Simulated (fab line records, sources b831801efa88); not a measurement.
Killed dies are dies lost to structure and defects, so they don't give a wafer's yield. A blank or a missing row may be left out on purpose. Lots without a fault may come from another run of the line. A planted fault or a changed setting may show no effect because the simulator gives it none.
One fault seen from 2 desks | flow gf180mcu | each desk has only its own numbers; what lay behind them comes last

THE TOOL OWNER'S DESK: plasma_asher-01
The tool's own readings at GF_NSD_STRIP_11 (strips in O2/N2): means of the sampled wafers that have a number, for each lot that ran on this tool. A lot is out of limits, marked OUT, if its mean lies more than 4 standard deviations from the usual mean; the brackets give that distance.
Columns: A = chamber_pressure_mTorr at GF_NSD_STRIP_11, usual 1500.2 mTorr; B = drypump_motor_current_A at GF_NSD_STRIP_11, usual 5.8 A; C = heater_power_w at GF_NSD_STRIP_11, usual 346 W; D = oes_product_au at GF_NSD_STRIP_11, usual 0.486 a.u.; E = strip_time_to_endpoint_s at GF_NSD_STRIP_11, usual 22.96 s
lot  | first seen here | A      | B   | C   | D     | E
L260 | day 13 13:25    | 1500.7 | 5.4 | 340 | 0.486 | 22.98
L262 | day 14 08:01    | 1501.4 | 5.5 | 342 | 0.485 | 22.93
L279 | day 20 06:16    | 1498.6 | 5.3 | 354 | 0.485 | 22.96
This desk's finding: nothing out of limits on any of the 3 lots.

THE METROLOGY DESK
What the gauges read, lot by lot, whatever tool the lot ran on: means of the sampled wafers that have a number. A lot is out of limits, marked OUT, if its mean lies more than 4 standard deviations from the usual mean; the brackets give that distance.
Columns: A = HV_LDD_03_OVL at GF_HV_LDD_OVL_MEAS_47, usual -0.5 nm; B = HV_LDD_4_TW at GF_HV_LDD_TW_MEAS_50, usual 563; C = PSD_TW at GF_PSD_TW_MEAS_11, usual 3150
lot  | first seen here | A    | B   | C
L259 | day 12 09:26    | 0.2  | 573 | 3125
L260 | day 12 14:22    | 1.1  | 573 | 3190
L262 | day 13 07:56    | -1.0 | 558 | 3143
L263 | day 13 12:54    | -1.5 | 557 | 3186
L264 | day 14 02:22    | -1.5 | 560 | 3128
L268 | day 15 12:33    | -0.2 | 570 | 3117
L273 | day 17 01:21    | -1.3 | 573 | 29 (-82) OUT
L274 | day 17 07:39    | -1.4 | 555 | 30 (-82) OUT
L276 | day 18 01:47    | 0.3  | 574 | 3095
L278 | day 18 19:09    | 1.3  | 556 | 3133
L279 | day 19 02:40    | 2.1  | 574 | 3120
L280 | day 19 08:15    | -1.6 | 572 | 3197
L281 | day 19 18:40    | -1.9 | 557 | 3131
L282 | day 20 03:07    | 1.0  | 559 | 3192
This desk's finding: out of limits on L273, L274; first on L273, day 19 04:47 (PSD_TW at GF_PSD_TW_MEAS_11). In limits: L259, L260, L262, L263, L264, L268, L276, L278, L279, L280, L281, L282.

PUT TOGETHER
The metrology desk could have raised an alarm at day 19 04:47, on L273, L274.
The tool owner's desk saw nothing out of limits.
The tool owner's desk has no number on record for L273, L274.
Of the lots named, all ran GF_NSD_STRIP_11 on plasma_asher-01.

WHAT THE SIMULATOR HAD PUT IN
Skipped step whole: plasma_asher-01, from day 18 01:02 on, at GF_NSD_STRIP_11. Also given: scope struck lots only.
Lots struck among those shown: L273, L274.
Hours from the fault's start to each desk's first reading out of limits: the metrology desk, 28.
